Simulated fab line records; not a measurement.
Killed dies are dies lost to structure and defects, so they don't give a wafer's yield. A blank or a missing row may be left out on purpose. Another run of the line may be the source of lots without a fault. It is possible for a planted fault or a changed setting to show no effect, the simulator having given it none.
Which tool is to blame?	flow gf180mcu	route of 602 steps, sampled at 1 step: 14 lots, 42 wafers

## WHAT THE GAUGES READ, wafer by wafer
GF_SALICIDE_THK_MEAS_05: measures by xrf. Usual: for SALICIDE_TIN_THK the level is 19.4 nm and the standard deviation is 0.34.
lot	measured	on	SALICIDE_TIN_THK (nm)	flag
L906	day 15 06:21	film-metro-04	19.2 19.1 19.1	
L907	day 15 16:32	film-metro-04	19.2 19.2 19.4	
L908	day 16 03:59	film-metro-03	19.5 19.3 19.5	
L909	day 16 12:38	film-metro-03	19.7 19.6 19.9	
L910	day 16 18:08	film-metro-02	19.8 19.2 19.2	
L917	day 19 07:51	film-metro-02	20.0 19.7 19.5	
L918	day 19 13:13	film-metro-04	19.2 19.2 19.1	
L919	day 19 21:58	film-metro-03	19.4 19.3 19.3	
L921	day 20 18:09	film-metro-03	19.6 19.8 19.7	
L922	day 21 01:56	film-metro-04	19.5 18.9 19.3	
L925	day 22 04:16	film-metro-04	19.1 19.7 19.6	
L926	day 22 10:58	film-metro-02	19.6 19.3 19.3	
L928	day 23 03:11	film-metro-03	20.0 19.3 19.3	
L929	day 23 11:26	film-metro-03	19.7 19.4 19.3	

## EACH LOT AND THE TOOL THAT RAN IT (in order: tool; ch and the chambers of the sampled wafers; start)
The record shows no process step preceding these readings.

## AS READ BY THE TOOLS THEMSELVES (means over the sampled wafers that have a number; for cases with no such wafer, the mark the record gives instead)
The record holds no such reading with a usual standard deviation.

## THE ANSWER, worked out from the rows above alone
Rule: a lot counts as off when the mean over its wafers that have a number is more than 3 standard deviations away from the usual mean. A lot without any number at a reading at which 4 lots or more have one is off too. The other lots that the step has rows for count as sound. Order of review: gauges by route order, followed by the tools' own readings, for which a lot's mean as printed above is used. At the first step where some lot is off, the reading lying furthest off is the one used; lots without a number count as furthest.
No lot is off at any reading shown: from this, nothing can be told.

## WHAT THE SIMULATOR HAD PUT IN
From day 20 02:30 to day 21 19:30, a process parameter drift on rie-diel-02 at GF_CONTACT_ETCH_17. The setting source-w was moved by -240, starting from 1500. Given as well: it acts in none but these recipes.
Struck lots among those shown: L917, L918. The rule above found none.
